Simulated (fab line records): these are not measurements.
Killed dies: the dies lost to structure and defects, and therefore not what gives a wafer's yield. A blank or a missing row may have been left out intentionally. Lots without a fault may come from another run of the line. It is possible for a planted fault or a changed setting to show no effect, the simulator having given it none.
fab line records | flow sfq_line
record: lots: 6 | wafers: 18 | last_day: 91
route steps=325 shown M5@198 A5B@209 R5@212 I5@228 M8@325
lots untouched by any fault: they come from a run of this same line in which no faults occurred
start_h: the number of hours between the record's first day and the start of the first shown wafer of the lot | wait_h: hours since the lot's step before | " repeats the value in the row above | L1.1+2: a single row standing in for several wafers | - no value, or no start given | * or withheld: withheld | < > ~ a bound
route shown NAME@n: names a module that has steps shown in the file, with the first one's number in the route | usual: mean and standard deviation over wafers with no fault | same: alike in all rows | chamber/n: place in a boat | sites: per-site readings | _std_site: standard deviation across them | _edge_site: outer sites' mean less inner sites' | radius_mm: for every site, how far away it sits from the centre of the wafer | mask NAME#n: copy n | behind: the most recent tool/chamber to have shaped the wafer | hold: the reason the lot was held/the length of the hold in hours/how it ended | device: whichever transistor did not switch (one of n, p or np) | end of line: tests of these same wafers at the route's end | a step with no rows: only its recipe | killed: dies that structure and defects cost at the first sort, which is not the same as the wafer's yield | map: shows each die of a wafer: x if killed, . if not, _ if none is there
set.NAME: the setting as run; set.NAME@STEP: as run at that earlier step | model.NAME: the simulator's own value behind a step, which no gauge read
certain route steps with their lots: each step a table, each wafer a row
services: a tool's chamber out of use, with start hour (start_h, from the record's first day; less than 0 if before it), hours out, and reason
== steps ==
step: SFQ_TRILAYER_M5_LITHO_COAT_128
recipe: resist: BARC | spin_rpm: 3000 | resist_thk_nm: 62
step: SFQ_TRILAYER_M5_LITHO_COAT_123
recipe: resist: KrF | spin_rpm: 3000 | resist_thk_nm: 600
step: SFQ_TRILAYER_M5_LITHO_SOFTBAKE_127
recipe: temp_c: withheld | time_s: withheld | resist: KrF
step: SFQ_TRILAYER_M5_LITHO_EXPOSE_124
recipe: mask_id: M5 | na: 0.6 | source_shape: conventional | sigma_outer: 0.65 | target_cd_nm: 700 | dose_mj: 14.4
step: SFQ_TRILAYER_M5_LITHO_PEB_126
recipe: peb_temp_c: 115 | peb_time_s: 60 | resist: KrF
step: SFQ_TRILAYER_M5_LITHO_DEVELOP_125
recipe: time_s: 60 | resist: KrF
step: SFQ_M5_OVL_MEAS_932
usual: M5_OVL: 0/4.9
lot.wafer | tool       | chamber | start_h | wait_h | M5_OVL[nm]
L674.1    | overlay-02 | -       | 1366.92 | 0.1    | 2
L674.2    | "          | -       | "       | "      | -2
L674.3    | "          | -       | "       | "      | 7
L680.1    | overlay-01 | -       | 1411.35 | 0.1    | 1
L680.4    | "          | -       | "       | "      | 1
L680.6    | "          | -       | "       | "      | 3
L681.3    | overlay-02 | -       | 1436.08 | 0.1    | 4
L681.5    | "          | -       | "       | "      | 10
L681.6    | "          | -       | "       | "      | 4
L686.1    | overlay-01 | -       | 1453.00 | 0.1    | -2
L686.4    | "          | -       | "       | "      | 1
L686.6    | "          | -       | "       | "      | -1
L693.2    | overlay-01 | -       | 1508.11 | 0.1    | -11
L693.3    | "          | -       | "       | "      | -5
L693.4    | "          | -       | "       | "      | -10
L694.1    | overlay-01 | -       | 1514.37 | 0.1    | 3
L694.4    | "          | -       | "       | "      | 10
L694.6    | "          | -       | "       | "      | 7
step: SFQ_TRILAYER_M5_BARC_OPEN_METAL_ETCH_161
recipe: mask_material: PR | chemistry: O2 | target_depth_nm: 125 | target: BARC | icp_w: 600 | bias_w: 80 | pressure_mtorr: 10 | time_s: 41.7
usual: drypump_motor_current_A: 5.6/0.55 | oes_product_au: 0.685/0.005
same: time_s: 41.7
lot.wafer | tool         | chamber | start_h | wait_h | drypump_motor_current_A | oes_product_au | rf_hours_counter_h
L674.1    | rie_metal-03 | 0       | 1366.96 | 0.0    | 5.5                     | 0.692          | 24
L674.2    | "            | 1       | "       | "      | 5.3                     | 0.689          | 138
L674.3    | "            | 0       | "       | "      | 5.5                     | 0.686          | -
L680.1    | rie_metal-02 | 1       | 1411.38 | 0.0    | 5.1                     | 0.682          | 36
L680.4    | "            | 1       | "       | "      | 5.1                     | 0.689          | -
L680.6    | "            | 1       | "       | "      | 5.1                     | 0.687          | -
L681.3    | rie_metal-01 | 0       | 1436.13 | 0.0    | 5.5                     | 0.687          | -
L681.5    | "            | 1       | "       | "      | 6.6                     | 0.678          | -
L681.6    | "            | 0       | "       | "      | 5.5                     | 0.687          | -
L686.1    | rie_metal-02 | 0       | 1453.03 | 0.0    | 6.3                     | 0.698          | 102
L686.4    | "            | 0       | "       | "      | 6.3                     | 0.681          | -
L686.6    | "            | 1       | "       | "      | 5.1                     | 0.690          | -
L693.2    | rie_metal-01 | 1       | 1508.14 | 0.0    | 6.5                     | 0.684          | 72
L693.3    | "            | 1       | "       | "      | 6.5                     | 0.689          | -
L693.4    | "            | 0       | "       | "      | 5.5                     | 0.687          | -
L694.1    | rie_metal-03 | 1       | 1514.40 | 0.0    | 5.2                     | 0.686          | 14
L694.4    | "            | 1       | "       | "      | 5.2                     | 0.699          | -
L694.6    | "            | 1       | "       | "      | 5.2                     | 0.688          | -
step: SFQ_TRILAYER_M5_ETCH_METAL_ETCH_126
recipe: target: Nb | stop_on: SiO2 | mask_material: PR | over_etch_frac: 0.15 | time_s: 203.2 | chemistry: Cl2/BCl3 | target_depth_nm: 265 | icp_w: 600 | bias_w: 80 | pressure_mtorr: 10
step: SFQ_TRILAYER_M5_STRIP_STRIP_127
recipe: gas: O2 | power_w: 200 | platen_temp_c: 40 | overash_fraction: 0.65 | chemistry: O2 | pressure_mtorr: 50
step: SFQ_TRILAYER_M5_STRIP_SOLV_CLEAN_128
recipe: chemistry: NMP | temp_c: 70 | time_s: 600
step: SFQ_TRILAYER_A5B_DEP_PECVD_129
recipe: material: SiO2 | temp_c: 150 | time_s: 133.33 | pressure_torr: 2.4 | rf_w: 185.5 | precursor: SiH4/N2O | target_thk_nm: 600
step: SFQ_TRILAYER_A5B_CMP_CMP_130
recipe: stop_on: Nb | down_force_psi: 3 | platen_rpm: 60 | target_thk_nm: 340.7
usual: edge_zone_pressure_frac: 1.001/0.0051 | head_pressure_psi: 3.000/0.0069 | motor_current_A: 10.7/1.1 | slurry_flow_ml_min: 150.0/0.45
lot.wafer | tool   | chamber | start_h | wait_h | edge_zone_pressure_frac | head_pressure_psi | motor_current_A | slurry_flow_ml_min | model.SiO2_of_TRILAYER_A5B_DEP_PECVD_129.thk_nm
L674.1    | cmp-01 | 3       | 1370.03 | 2.0    | 1.004                   | 3.004             | 12.1            | 149.4              | 329
L674.3    | "      | 1       | 1371.03 | 3.0    | 0.997                   | 3.010             | 9.6             | 149.5              | 338.3
L674.2    | "      | 2       | "       | "      | 0.996                   | 3.008             | 9.0             | 149.7              | 332.2
L680.1    | cmp-01 | 3       | 1412.50 | 0.0    | -                       | -                 | -               | -                  | 589.4
L680.4    | "      | 1       | 1413.50 | 1.0    | -                       | -                 | -               | -                  | 588.5
L680.6    | "      | 3       | 1414.50 | 2.0    | -                       | -                 | -               | -                  | 604.1
L681.3    | cmp-02 | 2       | 1438.23 | 1.0    | -                       | -                 | -               | -                  | 587.2
L681.5    | "      | 0       | 1439.23 | 2.0    | -                       | -                 | -               | -                  | 600.6
L681.6    | "      | 1       | "       | "      | -                       | -                 | -               | -                  | 593.4
L686.4    | cmp-02 | 1       | 1455.15 | 1.0    | 1.004                   | 3.002             | 10.1            | 150.3              | 341.7
L686.1    | "      | 2       | "       | "      | 0.996                   | 2.994             | 11.2            | 150.4              | 339.8
L686.6    | "      | 3       | "       | "      | 1.004                   | 2.990             | 11.6            | 150.1              | 341.8
L693.2    | cmp-02 | 0       | 1509.26 | 0.0    | 0.996                   | 2.997             | 11.6            | 148.9              | 349.4
L693.3    | "      | 2       | 1510.26 | 1.0    | 0.994                   | 3.006             | 11.0            | 149.7              | 342.1
L693.4    | "      | 3       | "       | "      | 0.996                   | 3.012             | 11.3            | 150.8              | 358.5
L694.4    | cmp-02 | 0       | 1516.88 | 0.5    | 0.998                   | 3.000             | 11.0            | 149.7              | 343
L694.1    | "      | 2       | 1517.88 | 1.5    | 0.998                   | 2.989             | 10.4            | 149.9              | 338.3
L694.6    | "      | 3       | "       | "      | 1.001                   | 2.996             | 11.6            | 149.8              | 347.6
step: SFQ_TRILAYER_A5B_METRO_MEASURE_131
usual: thk_nm: 344/5.7
lot.wafer | tool          | chamber | start_h | wait_h | thk_nm
L674.1    | film_metro-02 | -       | 1373.03 | 2.5    | 329
L674.2    | "             | -       | "       | "      | 332
L674.3    | "             | -       | "       | "      | 338
L680.1    | film_metro-02 | -       | 1415.50 | 2.5    | 589
L680.4    | "             | -       | "       | "      | 588
L680.6    | "             | -       | "       | "      | 605
L681.3    | film_metro-03 | -       | 1440.63 | 1.9    | 587
L681.5    | "             | -       | "       | "      | 600
L681.6    | "             | -       | "       | "      | 594
L686.1    | film_metro-03 | -       | 1457.15 | 1.0    | 340
L686.4    | "             | -       | "       | "      | 342
L686.6    | "             | -       | "       | "      | 342
L693.2    | film_metro-03 | -       | 1512.46 | 2.7    | 349
L693.3    | "             | -       | "       | "      | 342
L693.4    | "             | -       | "       | "      | 358
L694.1    | film_metro-02 | -       | 1519.38 | 1.0    | 338
L694.4    | "             | -       | "       | "      | 343
L694.6    | "             | -       | "       | "      | 348
step: SFQ_TRILAYER_R5_DEP_SPUTTER_132
recipe: material: Ti | base_pressure_pa: 1.33e-06 | target_thk_nm: 5 | power_w: 2000 | time_s: 5 | chamber_pressure_pa: 0.4
step: SFQ_TRILAYER_R5_DEP_SPUTTER_133
recipe: material: MoNx | base_pressure_pa: 1.33e-06 | target_thk_nm: 40 | power_w: 1000 | time_s: 66.7 | chamber_pressure_pa: 0.4
usual: throttle_valve_pct: 30.9/0.76
same: time_s: 66.7
lot.wafer | tool           | chamber | start_h | wait_h | throttle_valve_pct
L674.1    | pvd_sputter-06 | -       | 1374.24 | 0.0    | 29.8
L674.2    | "              | -       | "       | "      | 31.0
L674.3    | "              | -       | "       | "      | 29.9
L680.1    | pvd_sputter-03 | -       | 1416.72 | 0.0    | 30.2
L680.4    | "              | -       | "       | "      | 31.1
L680.6    | "              | -       | "       | "      | 31.1
L681.3    | pvd_sputter-03 | -       | 1441.45 | 0.0    | 31.1
L681.5    | "              | -       | "       | "      | 31.0
L681.6    | "              | -       | "       | "      | 30.4
L686.1    | pvd_sputter-06 | -       | 1458.37 | 0.0    | 30.7
L686.4    | "              | -       | "       | "      | 29.9
L686.6    | "              | -       | "       | "      | 29.9
L693.2    | pvd_sputter-03 | -       | 1513.48 | 0.0    | 30.9
L693.3    | "              | -       | "       | "      | 30.4
L693.4    | "              | -       | "       | "      | 31.3
L694.1    | pvd_sputter-05 | -       | 1520.60 | 0.0    | 31.9
L694.4    | "              | -       | "       | "      | 31.6
L694.6    | "              | -       | "       | "      | 32.0
step: SFQ_TRILAYER_R5_DEP_SPUTTER_134
recipe: material: Ti | base_pressure_pa: 1.33e-06 | target_thk_nm: 5 | power_w: 2000 | time_s: 5 | chamber_pressure_pa: 0.4
step: SFQ_R5_RS_MEAS_933
recipe: thk_meas_gauge: four-point-probe | reads: Ti_of_TRILAYER_R5_DEP_SPUTTER_134+MoNx_of_TRILAYER_R5_DEP_SPUTTER_133+Ti_of_TRILAYER_R5_DEP_SPUTTER_132
usual: R5_MONX_RS: 7.04/0.084
lot.wafer | tool          | chamber | start_h | wait_h | R5_MONX_RS[ohm/sq]
L674.1    | film_metro-01 | -       | 1374.32 | 0.0    | 7.04
L674.2    | "             | -       | "       | "      | 6.90
L674.3    | "             | -       | "       | "      | 6.97
L680.1    | film_metro-01 | -       | 1416.79 | 0.0    | 6.95
L680.4    | "             | -       | "       | "      | 7.04
L680.6    | "             | -       | "       | "      | 7.09
L681.3    | film_metro-04 | -       | 1441.56 | 0.0    | 7.02
L681.5    | "             | -       | "       | "      | 6.89
L681.6    | "             | -       | "       | "      | 6.89
L686.1    | film_metro-04 | -       | 1458.45 | 0.0    | 7.10
L686.4    | "             | -       | "       | "      | 7.24
L686.6    | "             | -       | "       | "      | 7.16
L693.2    | film_metro-01 | -       | 1513.57 | 0.0    | 6.96
L693.3    | "             | -       | "       | "      | 6.89
L693.4    | "             | -       | "       | "      | 6.95
L694.1    | film_metro-04 | -       | 1520.67 | 0.0    | 7.12
L694.4    | "             | -       | "       | "      | 7.07
L694.6    | "             | -       | "       | "      | 7.06
step: SFQ_R5_THK_MEAS_934
recipe: thk_meas_gauge: xrf | reads: MoNx_of_TRILAYER_R5_DEP_SPUTTER_133
usual: R5_MONX_THK: 39.9/0.48
lot.wafer | tool          | chamber | start_h | wait_h | R5_MONX_THK[nm]
L674.1    | film_metro-01 | -       | 1374.44 | 0.1    | 39.7
L674.2    | "             | -       | "       | "      | 40.4
L674.3    | "             | -       | "       | "      | 39.9
L680.1    | film_metro-01 | -       | 1416.91 | 0.1    | 40.2
L680.4    | "             | -       | "       | "      | 40.0
L680.6    | "             | -       | "       | "      | 39.8
L681.3    | film_metro-04 | -       | 1441.66 | 0.1    | 40.0
L681.5    | "             | -       | "       | "      | 40.9
L681.6    | "             | -       | "       | "      | 40.7
L686.1    | film_metro-04 | -       | 1458.57 | 0.1    | 39.6
L686.4    | "             | -       | "       | "      | 38.9
L686.6    | "             | -       | "       | "      | 39.3
L693.2    | film_metro-01 | -       | 1513.68 | 0.1    | 40.2
L693.3    | "             | -       | "       | "      | 40.5
L693.4    | "             | -       | "       | "      | 40.1
L694.1    | film_metro-04 | -       | 1520.79 | 0.1    | 39.4
L694.4    | "             | -       | "       | "      | 39.6
L694.6    | "             | -       | "       | "      | 39.8
step: SFQ_TRILAYER_R5_LITHO_COAT_141
recipe: resist: BARC | spin_rpm: 3000 | resist_thk_nm: 62
step: SFQ_TRILAYER_R5_LITHO_COAT_136
recipe: resist: KrF | spin_rpm: 3000 | resist_thk_nm: 600
step: SFQ_TRILAYER_R5_LITHO_SOFTBAKE_140
recipe: temp_c: withheld | time_s: withheld | resist: KrF
step: SFQ_TRILAYER_R5_LITHO_EXPOSE_137
recipe: mask_id: R5 | na: 0.6 | source_shape: conventional | sigma_outer: 0.65 | target_cd_nm: 500 | dose_mj: 14.4
step: SFQ_TRILAYER_R5_LITHO_PEB_139
recipe: peb_temp_c: 115.4 | peb_time_s: 60 | resist: KrF
step: SFQ_TRILAYER_R5_LITHO_DEVELOP_138
recipe: time_s: 60 | resist: KrF
step: SFQ_R5_OVL_MEAS_935
usual: R5_OVL: 1/5.4
lot.wafer | tool       | chamber | start_h | wait_h | R5_OVL[nm]
L674.1    | overlay-01 | -       | 1478.32 | 0.1    | -3
L674.2    | "          | -       | "       | "      | -6
L674.3    | "          | -       | "       | "      | 0
L680.1    | overlay-02 | -       | 1540.75 | 0.1    | 11
L680.4    | "          | -       | "       | "      | 14
L680.6    | "          | -       | "       | "      | 11
L681.3    | overlay-02 | -       | 1561.16 | 0.1    | -3
L681.5    | "          | -       | "       | "      | 2
L681.6    | "          | -       | "       | "      | -1
L686.1    | overlay-01 | -       | 1580.19 | 0.1    | -4
L686.4    | "          | -       | "       | "      | 2
L686.6    | "          | -       | "       | "      | -7
L693.2    | overlay-01 | -       | 1630.64 | 0.1    | -4
L693.3    | "          | -       | "       | "      | -3
L693.4    | "          | -       | "       | "      | -2
L694.1    | overlay-02 | -       | 1637.84 | 0.1    | 5
L694.4    | "          | -       | "       | "      | 9
L694.6    | "          | -       | "       | "      | 6
step: SFQ_TRILAYER_R5_BARC_OPEN_METAL_ETCH_177
recipe: mask_material: PR | chemistry: O2 | target_depth_nm: 125 | target: BARC | icp_w: 600 | bias_w: 80 | pressure_mtorr: 10 | time_s: 41.7
usual: drypump_motor_current_A: 5.7/0.51 | oes_product_au: 0.684/0.0043
same: time_s: 41.7
lot.wafer | tool         | chamber | start_h | wait_h | drypump_motor_current_A | oes_product_au | rf_hours_counter_h
L674.1    | rie_metal-02 | 0       | 1478.36 | 0.0    | 6.3                     | 0.683          | 105
L674.2    | "            | 1       | "       | "      | 5.1                     | 0.694          | 45
L674.3    | "            | 0       | "       | "      | 6.3                     | 0.688          | -
L680.1    | rie_metal-02 | 0       | 1540.79 | 0.0    | 6.3                     | 0.685          | 113
L680.4    | "            | 0       | "       | "      | 6.3                     | 0.683          | -
L680.6    | "            | 0       | "       | "      | 6.3                     | 0.680          | -
L681.3    | rie_metal-03 | 0       | 1561.21 | 0.0    | 5.5                     | 0.682          | -
L681.5    | "            | 0       | "       | "      | 5.5                     | 0.688          | -
L681.6    | "            | 1       | "       | "      | 5.2                     | 0.684          | -
L686.1    | rie_metal-03 | 1       | 1580.22 | 0.0    | 5.3                     | 0.682          | 26
L686.4    | "            | 0       | "       | "      | 5.5                     | 0.691          | -
L686.6    | "            | 0       | "       | "      | 5.5                     | 0.686          | -
L693.2    | rie_metal-04 | 0       | 1630.67 | 0.0    | 6.2                     | 0.689          | 103
L693.3    | "            | 1       | "       | "      | 6.2                     | 0.681          | -
L693.4    | "            | 0       | "       | "      | 6.2                     | 0.684          | -
L694.1    | rie_metal-03 | 1       | 1637.87 | 0.0    | 5.2                     | 0.683          | 33
L694.4    | "            | 1       | "       | "      | 5.2                     | 0.675          | -
L694.6    | "            | 0       | "       | "      | 5.5                     | 0.689          | -
step: SFQ_TRILAYER_R5_ETCH_METAL_ETCH_139
recipe: stop_on: SiO2 | mask_material: PR | chemistry: Cl2 | target_depth_nm: 60 | icp_w: 600 | bias_w: 80 | pressure_mtorr: 10 | time_s: 40
step: SFQ_TRILAYER_R5_STRIP_STRIP_140
recipe: gas: O2 | power_w: 200 | platen_temp_c: 40 | overash_fraction: 0.65 | chemistry: O2 | pressure_mtorr: 50
usual: drypump_motor_current_A: 5.7/0.51 | oes_product_au: 1.002/0.0098
same: overash_fraction: 0.65
lot.wafer | tool         | chamber | start_h | wait_h | drypump_motor_current_A | oes_product_au | rf_hours_counter_h
L674.1    | rie_metal-02 | 0       | 1478.48 | 0.0    | 6.3                     | 1.002          | 105
L674.2    | "            | 1       | "       | "      | 5.1                     | 1.017          | 45
L674.3    | "            | 0       | "       | "      | 6.3                     | 1.007          | -
L680.1    | rie_metal-02 | 0       | 1540.91 | 0.0    | 6.3                     | 1.014          | 114
L680.4    | "            | 0       | "       | "      | 6.3                     | 1.002          | -
L680.6    | "            | 0       | "       | "      | 6.3                     | 1.011          | -
L681.3    | rie_metal-03 | 0       | 1561.51 | 0.2    | 5.5                     | 0.996          | -
L681.5    | "            | 0       | "       | "      | 5.5                     | 1.015          | -
L681.6    | "            | 1       | "       | "      | 5.2                     | 0.994          | -
L686.1    | rie_metal-03 | 1       | 1580.34 | 0.0    | 5.2                     | 0.990          | 26
L686.4    | "            | 0       | "       | "      | 5.5                     | 1.001          | -
L686.6    | "            | 0       | "       | "      | 5.5                     | 0.997          | -
L693.2    | rie_metal-04 | 0       | 1630.79 | 0.0    | 6.2                     | 1.004          | 103
L693.3    | "            | 1       | "       | "      | 6.2                     | 0.998          | -
L693.4    | "            | 0       | "       | "      | 6.2                     | 1.012          | -
L694.1    | rie_metal-03 | 1       | 1637.99 | 0.0    | 5.2                     | 0.990          | 34
L694.4    | "            | 1       | "       | "      | 5.2                     | 1.001          | -
L694.6    | "            | 0       | "       | "      | 5.5                     | 1.010          | -
step: SFQ_TRILAYER_R5_STRIP_SOLV_CLEAN_141
recipe: chemistry: NMP | temp_c: 70 | time_s: 600
step: SFQ_TRILAYER_A5C_DEP_PECVD_142
recipe: material: SiO2 | temp_c: 150 | time_s: 15.556 | pressure_torr: 2.4 | rf_w: 183.3 | precursor: SiH4/N2O | target_thk_nm: 70
usual: heater_power_w: 83/8.6 | throttle_valve_pct: 25.8/1.4
same: time_s: 15.556
lot.wafer | tool     | chamber | start_h | wait_h | heater_power_w | throttle_valve_pct
L674.1    | pecvd-02 | 1       | 1479.25 | 0.0    | 94             | 25.2
L674.2    | "        | 0       | "       | "      | 80             | 23.7
L674.3    | "        | 2       | "       | "      | 70             | 23.7
L680.1    | pecvd-03 | 1       | 1541.68 | 0.0    | 81             | 27.3
L680.4    | "        | 2       | "       | "      | 88             | 24.2
L680.6    | "        | 1       | "       | "      | 80             | 27.1
L681.3    | pecvd-04 | 2       | 1562.08 | 0.0    | 87             | 25.0
L681.5    | "        | 0       | "       | "      | 71             | 26.8
L681.6    | "        | 2       | "       | "      | 86             | 24.6
L686.1    | pecvd-03 | 1       | 1581.12 | 0.0    | 83             | 26.7
L686.4    | "        | 0       | "       | "      | 88             | 26.3
L686.6    | "        | 1       | "       | "      | 84             | 27.1
L693.2    | pecvd-04 | 0       | 1631.57 | 0.0    | 65             | 27.0
L693.3    | "        | 0       | "       | "      | 65             | 26.9
L693.4    | "        | 1       | "       | "      | 83             | 27.5
L694.1    | pecvd-04 | 0       | 1638.94 | 0.0    | 61             | 26.9
L694.4    | "        | 0       | "       | "      | 63             | 27.0
L694.6    | "        | 1       | "       | "      | 79             | 27.7
step: SFQ_TRILAYER_I5_LITHO_COAT_149
recipe: resist: BARC | spin_rpm: 3000 | resist_thk_nm: 62
step: SFQ_TRILAYER_I5_LITHO_COAT_144
recipe: resist: KrF | spin_rpm: 3000 | resist_thk_nm: 650
step: SFQ_TRILAYER_I5_LITHO_SOFTBAKE_148
recipe: temp_c: withheld | time_s: withheld | resist: KrF
step: SFQ_TRILAYER_I5_LITHO_EXPOSE_145
recipe: mask_id: I5 | na: 0.6 | source_shape: conventional | sigma_outer: 0.65 | target_cd_nm: 700 | dose_mj: 21.3
step: SFQ_TRILAYER_I5_LITHO_PEB_147
recipe: peb_temp_c: 115 | peb_time_s: 60 | resist: KrF
step: SFQ_TRILAYER_I5_LITHO_DEVELOP_146
recipe: time_s: 60 | resist: KrF
step: SFQ_I5_OVL_MEAS_936
usual: I5_OVL: 4/5.2
lot.wafer | tool       | chamber | start_h | wait_h | I5_OVL[nm]
L674.1    | overlay-02 | -       | 1481.53 | 0.1    | 17
L674.2    | "          | -       | "       | "      | 16
L674.3    | "          | -       | "       | "      | 15
L680.1    | overlay-02 | -       | 1545.85 | 0.1    | -3
L680.4    | "          | -       | "       | "      | -4
L680.6    | "          | -       | "       | "      | -2
L681.3    | overlay-01 | -       | 1564.37 | 0.1    | 12
L681.5    | "          | -       | "       | "      | 10
L681.6    | "          | -       | "       | "      | 8
L686.1    | overlay-02 | -       | 1583.52 | 0.1    | 7
L686.4    | "          | -       | "       | "      | 5
L686.6    | "          | -       | "       | "      | 4
L693.2    | overlay-02 | -       | 1634.42 | 0.1    | 3
L693.3    | "          | -       | "       | "      | 4
L693.4    | "          | -       | "       | "      | -2
L694.1    | overlay-01 | -       | 1641.22 | 0.1    | 9
L694.4    | "          | -       | "       | "      | 4
L694.6    | "          | -       | "       | "      | 2
step: SFQ_TRILAYER_I5_BARC_OPEN_VIA_ETCH_200
recipe: mask_material: PR | chemistry: O2 | target_depth_nm: 125 | target: BARC | source_w: 500 | bias_w: 80 | pressure_mtorr: 30.78 | time_s: 41.7
step: SFQ_TRILAYER_I5_ETCH_VIA_ETCH_147
recipe: stop_on: Nb | mask_material: PR | chemistry: CHF3 | target_depth_nm: 360 | source_w: 500 | bias_w: 80 | pressure_mtorr: 30 | time_s: withheld
step: SFQ_TRILAYER_I5_STRIP_STRIP_148
recipe: gas: O2 | power_w: 200 | platen_temp_c: 40 | overash_fraction: 0.65 | chemistry: O2 | pressure_mtorr: 50
step: SFQ_TRILAYER_I5_STRIP_SOLV_CLEAN_149
recipe: chemistry: NMP | temp_c: 70 | time_s: 600
step: SFQ_M8_BOW_MEAS_951
recipe: mode: bow
usual: M8_BOW: 6/11
lot.wafer | tool          | chamber | start_h | wait_h | M8_BOW[um] | model.etest.i5.link_ohm
L674.1    | film_metro-02 | -       | 1939.11 | 0.0    | 5          | 2.268
L674.2    | "             | -       | "       | "      | 16         | 2.255
L674.3    | "             | -       | "       | "      | 11         | 2.266
L680.1    | film_metro-02 | -       | 1982.05 | 0.0    | 16         | 2.391
L680.4    | "             | -       | "       | "      | 25         | 2.373
L680.6    | "             | -       | "       | "      | 14         | 2.386
L681.3    | film_metro-02 | -       | 1998.07 | 0.0    | 21         | 2.377
L681.5    | "             | -       | "       | "      | 16         | 2.391
L681.6    | "             | -       | "       | "      | 15         | 2.398
L686.1    | film_metro-04 | -       | 2021.36 | 0.0    | -16        | 2.248
L686.4    | "             | -       | "       | "      | -12        | 2.266
L686.6    | "             | -       | "       | "      | -16        | 2.267
L693.2    | film_metro-01 | -       | 2184.17 | 0.0    | 17         | 2.277
L693.3    | "             | -       | "       | "      | 14         | 2.283
L693.4    | "             | -       | "       | "      | 19         | 2.292
L694.1    | film_metro-02 | -       | 2185.39 | 0.0    | 16         | 2.299
L694.4    | "             | -       | "       | "      | 23         | 2.271
L694.6    | "             | -       | "       | "      | 29         | 2.301
== services ==
tool           | chamber | start_h | hours | kind
pvd_sputter-03 | -       | 1344.19 | 18.3  | repair
rie_metal-02   | 0       | 1347.11 | 6.4   | repair
pecvd-04       | -       | 1365.05 | 0.8   | repair
cmp-02         | -       | 1386.26 | 1.4   | repair
rie_metal-02   | -       | 1388.53 | 0.8   | repair
film_metro-02  | -       | 1392.58 | 0.4   | pm
rie_metal-03   | -       | 1400.59 | 15.6  | pm
cmp-02         | -       | 1410.07 | 5.9   | pm
pecvd-04       | 1       | 1415.63 | 4.2   | repair
cmp-02         | -       | 1416.07 | 0.6   | repair
film_metro-03  | -       | 1423.66 | 0.7   | pm
cmp-02         | -       | 1429.46 | 4.0   | pm
film_metro-03  | -       | 1442.20 | 1.4   | pm
pecvd-04       | -       | 1453.62 | 0.5   | repair
film_metro-03  | -       | 1469.56 | 10.6  | repair
film_metro-02  | -       | 1472.93 | 0.6   | pm
film_metro-02  | -       | 1498.01 | 1.2   | pm
pvd_sputter-03 | -       | 1499.65 | 12.5  | repair
film_metro-03  | -       | 1508.94 | 1.9   | pm
rie_metal-03   | 0       | 1514.09 | 16.6  | repair
rie_metal-02   | 0       | 1535.27 | 1.0   | repair
rie_metal-02   | -       | 1536.34 | 0.7   | repair
rie_metal-02   | 0       | 1571.95 | 20.8  | repair
rie_metal-02   | -       | 1574.88 | 2.8   | pm
== key ==
first_sign: step: SFQ_TRILAYER_A5B_CMP_CMP_130 | reading: tool_record | direction: missing
effect: step: SFQ_TRILAYER_A5B_METRO_MEASURE_131 | reading: thk_nm | direction: up | sigmas: 44 | usual: 344 | struck: 594
model_effect: step: SFQ_TRILAYER_A5B_CMP_CMP_130 | value: SiO2_of_TRILAYER_A5B_DEP_PECVD_129.thk_nm | without: 343.7 | struck: 593.9
model_effect: step: SFQ_M8_BOW_MEAS_951 | value: etest.i5.link_ohm | without: 2.267 | struck: 2.386
met_at SFQ_TRILAYER_A5B_CMP_CMP_130
struck_wafers L680.1,L680.4,L680.6,L681.3,L681.5,L681.6
onset_between 1370.03 1412.50
fault: kind: skipped_step_whole | tool: cmp-01,cmp-02 | chamber: - | onset_h: 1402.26 | steps: SFQ_TRILAYER_A5B_CMP_CMP_130 | scope: struck_lots_only
